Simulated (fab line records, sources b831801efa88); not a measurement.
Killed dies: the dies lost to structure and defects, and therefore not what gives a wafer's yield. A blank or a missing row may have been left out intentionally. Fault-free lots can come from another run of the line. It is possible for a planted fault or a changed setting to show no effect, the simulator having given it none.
Comparing a struck lot with a sound one | flow sky130 | 16 steps out of a route of 708
Sound: these wafers, L293.3, L293.4, L293.5. Struck: wafers L290.1, L290.5 (left out: L290.2, a lot-mate that was not struck); the cause follows at the end.
Each step with rows lists, per side, the tool, then ch with its chambers, then its first start. Under that, the readings that differ: sound wafers | struck wafers | difference of the means | sigmas: that difference in standard deviations of wafers without a fault.
alike: same words and numbers on both sides, and readings whose means sit less than 2 such deviations apart. not compared: any withheld reading, any reading some wafer has no value for, any bound like >300 that may hide the same value, and any number with overlapping values for which the record gives no deviation.
A row with sigmas, a row that says differs or no value, or rows on one side alone: a step with any of these is where the two part. Non-overlapping numbers with no deviation appear without sigmas and do not part them. Lack of a reading on every wafer of one side parts them only where that side has two or more wafers.

SKY_LI_CONTACT_BOW_MEAS_03:
  sound: film metro-01 at day 31 22:00; struck: film metro-04 at day 31 10:05
  alike: LI_CONTACT_BOW
then, 8 steps without rows for these wafers: SKY_LI_CONTACT_DEHYDRATE_04 (time 60 s); SKY_LI_CONTACT_HMDS_05 (prime time 60 s); SKY_LI_CONTACT_COAT_06 (resist thk 60 nm); SKY_LI_CONTACT_COAT_07 (resist thk 450 nm); SKY_LI_CONTACT_SOFTBAKE_08 (time 90 s); SKY_LI_CONTACT_EXPOSE_09 (exposes mask LICM1, target cd 170 nm); SKY_LI_CONTACT_PEB_10; SKY_LI_CONTACT_DEVELOP_11 (develop time 60 s).
SKY_LI_CONTACT_CD_MEAS_12 targets a cd of 170 nm.
  sound: cd sem-01 at day 33 00:42; struck: cd sem-01 at day 32 13:29
  alike: cd nm
SKY_LI_CONTACT_OVL_MEAS_13:
  sound: overlay-01 at day 33 00:47; struck: overlay-02 at day 32 13:36
  alike: LI_CONTACT_OVL
SKY_LI_CONTACT_ETCH_14: etches BARC in N2/H2, stops on SiO2, time 45.9 s, target depth 60 nm.
  sound on rie diel-04 ch 1,2, day 33 00:49; struck on rie diel-01 ch 0, day 32 13:38
  alike: drypump motor current A, n2 flow sccm, oes product au, throttle valve pct
  not compared: rf hours counter h
SKY_LI_CONTACT_ETCH_15: etches PSG in C4F8/O2/Ar, stops on Si, target depth 600 nm.
  sound on rie diel-04 ch 1,2, day 33 00:51; struck on rie diel-01 ch 0, day 32 13:41
  reading                                           | sound             | struck      | difference | sigmas
  oes product au (a.u.)                             | 0.833 0.832 0.838 | 0.808 0.807 | -0.027     | -6
  model.KrF-thick_of_LI_CONTACT_COAT_07.thk nm (nm) | 228.1 234.3 234.1 | 279.9 277.7 | +46.6      |
  model.etch.depth nm (nm)                          | 598 598.7 597.6   | 555.7 558.3 | -41.1      |
  model.LI_CONTACT.feature depth nm (nm)            | 598 598.7 597.6   | 555.7 558.3 | -41.1      |
SKY_LI_CONTACT_STRIP_16: strips in O2/N2.
  sound on plasma asher-04 ch 0,1, day 33 00:58; struck on plasma asher-02 ch 0,1, day 32 13:46
  reading                      | sound             | struck      | difference | sigmas
  oes product au (a.u.)        | 0.380 0.382 0.381 | 0.398 0.399 | +0.018     | +4
  strip time to endpoint s (s) | 3.45 3.51 3.54    | 4.01 3.98   | +0.50      | +13
  alike: drypump motor current A, n2 flow sccm
  not compared: rf hours counter h
then, 1 step without rows for these wafers: SKY_LI_CONTACT_CLEAN_17 (cleans in NMP, time 600 s).
-- a jump in the record: the struck wafers' starts before and after are 16 days apart (it breaks off in module LI_CONTACT and resumes in module PAD_OPEN, where the first step shown is number 708 of the route) --
SKY_PAD_OPEN_PROBE_99:
  sound: prober-01 at day 48 17:17; struck: prober-02 at day 48 08:31
  reading            | sound     | struck  | difference | sigmas
  killed at contacts | 23 30 11  | 439 426 | +411       | +73
  killed dies        | 86 105 69 | 489 490 | +403       | +40
  killed on rim      | 20 19 10  | 94 94   | +78        | +20
  alike: killed_at_M0_to_M3, killed_at_M4_up, killed at front end, killed at other, killed open, killed short

## WHERE THEY PART
At SKY_LI_CONTACT_ETCH_15 first; at SKY_PAD_OPEN_PROBE_99 last (within this record only).

WHY: what had been put in by the simulator
rie diel-01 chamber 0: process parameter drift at SKY_LI_CONTACT_ETCH_15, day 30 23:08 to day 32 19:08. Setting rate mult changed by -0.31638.
